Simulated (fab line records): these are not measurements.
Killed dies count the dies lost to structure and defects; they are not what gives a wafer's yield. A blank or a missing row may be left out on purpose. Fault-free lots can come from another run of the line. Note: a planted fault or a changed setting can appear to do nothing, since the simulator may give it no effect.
Which tool did it? | flow sky130 | Sampling: 11 lots, 31 wafers, 5 of 708 route steps

WHAT THE GAUGES SHOWED, per wafer
SKY_VIA2_RS_MEAS_22: measurement is done with a four-point probe.
lot  | measured     | on           | VIA2_W_RS (ohm/sq)
L380 | day 36 19:29 | filmMetro-01 | 0.278 0.278 0.267
L381 | day 37 06:25 | filmMetro-01 | 0.273 0.277 0.269
L387 | day 39 08:44 | filmMetro-01 | 0.274 0.139 0.273 0.139
L388 | day 39 16:46 | filmMetro-01 | 0.264 0.138 0.264 0.138
L394 | day 41 14:03 | filmMetro-02 | 0.270 0.270 0.273
L396 | day 41 21:36 | filmMetro-02 | 0.274 0.266 0.275
L397 | day 42 03:43 | filmMetro-04 | 0.272 0.275 0.271
L398 | day 42 15:24 | filmMetro-01 | 0.268 0.267 0.273
L400 | day 43 12:24 | filmMetro-01 | 0.275 0.272 0.273
L401 | day 43 14:01 | filmMetro-04 | 0.265 0.268 0.276
L402 | day 43 21:01 | filmMetro-02 | 0.269 0.267 0.269

SKY_METAL3_CD_MEAS_13 targets a cd of 300 nm.
lot  | measured     | on       | cdNm (nm)
L380 | day 39 00:29 | cdSem-02 | 299.3 300.2 299.7
L381 | day 39 12:34 | cdSem-01 | 301.2 301.2 299.6
L387 | day 41 11:44 | cdSem-02 | 299.7 300.2
L388 | day 41 19:37 | cdSem-02 | 301.8 301.4
L394 | day 43 14:41 | cdSem-01 | 299.8 301.0 301.0
L396 | day 43 22:25 | cdSem-02 | 302.0 301.7 301.0
L397 | day 44 03:24 | cdSem-02 | 297.2 296.1 296.6
L398 | day 44 14:56 | cdSem-01 | 299.0 299.7 300.7
L400 | day 45 12:40 | cdSem-02 | 298.7 299.3 300.2
L401 | day 45 12:49 | cdSem-01 | 298.9 299.9 299.8
L402 | day 45 17:46 | cdSem-02 | 300.0 299.6 300.4

TOOL THAT RAN EACH LOT (tool first, then ch and the chambers of the sampled wafers, then the start)
lot  | SKY_VIA2_CVD_21              | SKY_VIA2_CMP_24               | SKY_CAPM_CVD_00
L380 | cvdW-02 ch 0,1, day 36 19:20 | cmp-01 ch 0,1,3, day 36 19:39 | pecvd-01 ch 1,2, day 36 20:06
L381 | cvdW-02 ch 0,1, day 37 06:17 | cmp-02 ch 1,2, day 37 06:35   | pecvd-03 ch 0,1,2, day 37 07:02
L387 | cvdW-02 ch 0,1, day 39 08:35 | cmp-02 ch 2,3, day 39 17:23   | pecvd-04 ch 1,2, day 39 17:44
L388 | cvdW-02 ch 1, day 39 16:38   | cmp-02 ch 2,3, day 40 00:12   | pecvd-01 ch 0, day 40 00:40
L394 | cvdW-01 ch 0,1, day 41 13:54 | cmp-01 ch 1,2,3, day 41 14:13 | pecvd-03 ch 0,1,2, day 41 14:40
L396 | cvdW-02 ch 0,1, day 41 21:28 | cmp-02 ch 1,3, day 41 21:51   | pecvd-01 ch 0,1, day 41 22:16
L397 | cvdW-01 ch 0,1, day 42 03:35 | cmp-02 ch 2,3, day 42 03:51   | pecvd-04 ch 0,1,2, day 42 04:19
L398 | cvdW-02 ch 0,1, day 42 15:15 | cmp-01 ch 0,1,2, day 42 15:37 | pecvd-01 ch 1,2, day 42 16:01
L400 | cvdW-02 ch 0, day 43 12:16   | cmp-01 ch 0,1,3, day 43 12:38 | pecvd-04 ch 0,1,2, day 43 13:02
L401 | cvdW-02 ch 0,1, day 43 13:53 | cmp-02 ch 1,2, day 43 14:14   | pecvd-01 ch 0,1,2, day 43 14:39
L402 | cvdW-01 ch 0,1, day 43 20:53 | cmp-01 ch 2,3, day 43 21:11   | pecvd-01 ch 0,1,2, day 43 21:37
- SKY_VIA2_CVD_21: deposits W, target thk 420 nm, time 126.4 s.
- SKY_VIA2_CMP_24: polishes, stops on SiO2, t overpolish 20 s, target thk 0 nm.
- SKY_CAPM_CVD_00: deposits SiO2, target thk 15.5 nm.

WHAT THE TOOLS THEMSELVES READ (means of the sampled wafers that have a number; where no wafer has one, the mark that the record gives instead)
SKY_VIA2_CVD_21.
lot  | tool    | heaterPowerOuterW (W) | heaterPowerW (W)
L380 | cvdW-02 | 507                   | 840
L381 | cvdW-02 | 517                   | 841
L387 | cvdW-02 | 506                   | 823
L388 | cvdW-02 | 464                   | 742
L394 | cvdW-01 | 534                   | 886
L396 | cvdW-02 | 535                   | 851
L397 | cvdW-01 | 528                   | 878
L398 | cvdW-02 | 489                   | 800
L400 | cvdW-02 | 554                   | 918
L401 | cvdW-02 | 500                   | 792
L402 | cvdW-01 | 523                   | 892

SKY_VIA2_CMP_24.
lot  | tool   | headPressurePsi (psi) | motorCurrentA (A) | timeToEndpointS (s)
L380 | cmp-01 | 3.498                 | 12.6              | 100
L381 | cmp-02 | 3.506                 | 9.1               | 102
L387 | cmp-02 | 3.498                 | 10.3              | 145
L388 | cmp-02 | 3.504                 | 10.1              | 148
L394 | cmp-01 | 3.506                 | 11.3              | 105
L396 | cmp-02 | 3.503                 | 10.1              | 99
L397 | cmp-02 | 3.504                 | 10.2              | 97
L398 | cmp-01 | 3.493                 | 11.2              | 102
L400 | cmp-01 | 3.510                 | 12.4              | 105
L401 | cmp-02 | 3.508                 | 9.1               | 103
L402 | cmp-01 | 3.502                 | 12.9              | 103

SKY_CAPM_CVD_00.
lot  | tool     | heaterPowerOuterW (W) | heaterPowerW (W)
L380 | pecvd-01 | 395                   | 638
L381 | pecvd-03 | 391                   | 658
L387 | pecvd-04 | 399                   | 688
L388 | pecvd-01 | 490                   | 834
L394 | pecvd-03 | 395                   | 668
L396 | pecvd-01 | 454                   | 773
L397 | pecvd-04 | 401                   | 682
L398 | pecvd-01 | 356                   | 586
L400 | pecvd-04 | 426                   | 729
L401 | pecvd-01 | 424                   | 700
L402 | pecvd-01 | 409                   | 693

THE ANSWER, worked out from the rows above alone
Rule: what is usual is taken from the lots themselves. The widest of any qualifying gaps counts: lots, ordered by their means at a reading, are off when they make up no more than a third of the lots, leave a main group of 4 or more, and stand apart from it by 3 or more times the standard deviation of that group's means. Not used: any main group whose means are identical at the precision the tables above print for the reading. Also off: a lot with no number at a reading for which 4 or more lots have one. All remaining lots with rows at the step are treated as sound. Order of review: gauges by route order, followed by the tools' own readings, for which a lot's mean as printed above is used. At the first step where some lot is off, the reading lying furthest off is the one used; lots without a number count as furthest.
Off: L387, L388, at SKY_VIA2_RS_MEAS_22 (VIA2_W_RS). The main group: mean 0.271 ohm/sq, standard deviation 0.0019.
A tool fits if, at a process step before that reading, it ran every lot that is off, and no sound lot after the first of them. Not tried: the gauges at SKY_VIA2_RS_MEAS_22; whatever is off there is also off at SKY_VIA2_CMP_24, on other tools, and gauge error can't account for it. None of those tried fits.

WHAT WAS PUT IN BY THE SIMULATOR
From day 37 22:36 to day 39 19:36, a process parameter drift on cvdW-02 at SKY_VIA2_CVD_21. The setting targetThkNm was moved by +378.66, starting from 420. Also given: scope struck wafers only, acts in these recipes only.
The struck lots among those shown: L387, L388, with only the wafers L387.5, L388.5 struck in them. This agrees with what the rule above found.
